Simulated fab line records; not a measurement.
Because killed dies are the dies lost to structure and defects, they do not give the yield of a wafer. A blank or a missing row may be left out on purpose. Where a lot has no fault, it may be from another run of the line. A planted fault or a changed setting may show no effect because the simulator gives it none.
Which tool is to blame? + flow gf180mcu + Sampling: 6 lots, 16 wafers, 2 of 602 route steps

## WHAT THE GAUGES READ, wafer by wafer
GF_VT_IMPLANT_RS_MEAS_49: uses a four-point probe to measure.
| lot  | measured     | on            | MVPSD_RS (ohm/sq) |
|------|--------------|---------------|-------------------|
| L243 | day 8 11:39  | film-metro-03 | 1164 1165 1162    |
| L245 | day 9 04:12  | film-metro-02 | 1168 1169 1169    |
| L247 | day 9 09:04  | film-metro-01 | 1178 1175 1173    |
| L255 | day 11 16:46 | film-metro-01 | 1230 1230         |
| L257 | day 12 06:52 | film-metro-01 | 1228 1225         |
| L260 | day 13 01:10 | film-metro-01 | 1174 1170 1171    |

## WHICH TOOL RAN EACH LOT (tool, then ch and the chambers of the sampled wafers, then the start)
| lot  | GF_MVPSD_IMPLANT_09            |
|------|--------------------------------|
| L243 | implanter-04 ch 0, day 5 16:48 |
| L245 | implanter-02 ch 0, day 6 08:07 |
| L247 | implanter-02 ch 0, day 6 13:00 |
| L255 | implanter-04 ch 0, day 8 15:19 |
| L257 | implanter-04 ch 0, day 9 04:26 |
| L260 | implanter-03 ch 0, day 9 21:43 |
- GF_MVPSD_IMPLANT_09

## THE ANSWER, worked out from the rows above alone
Rule: the lots themselves supply what counts as usual. Put in order of their means at a reading, lots are off if they are a third of the lots or fewer, leave a main group of 4 or more, and stand apart from it by a gap of 3 or more times the standard deviation of the main group's means; of several such gaps the widest counts. Not used: any main group whose means are identical at the precision the tables above print for the reading. Also off: a lot with no number at a reading for which 4 or more lots have one. All remaining lots with rows at the step are treated as sound.
Off: at GF_VT_IMPLANT_RS_MEAS_49 (MVPSD_RS), L255, L257. Mean 1170 ohm/sq and standard deviation 4.3 in the main group.
If a tool, at a process step before that reading, ran all the lots that are off and no sound lot after the first of them, it fits. Those tools and the gauges at GF_VT_IMPLANT_RS_MEAS_49 are tried in the same way. One candidate fits, namely implanter-04 at GF_MVPSD_IMPLANT_09. A fault onset in the window from L243 (day 5 16:48, its last sound lot) to L255 (day 8 15:19, its first lot off) fits.

## WHAT HAD BEEN PUT IN BY THE SIMULATOR
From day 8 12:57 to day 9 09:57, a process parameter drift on implanter-04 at GF_MVPSD_IMPLANT_09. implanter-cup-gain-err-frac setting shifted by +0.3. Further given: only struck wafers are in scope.
Shown lots that were struck: L255, L257. The rule given above showed the same thing.
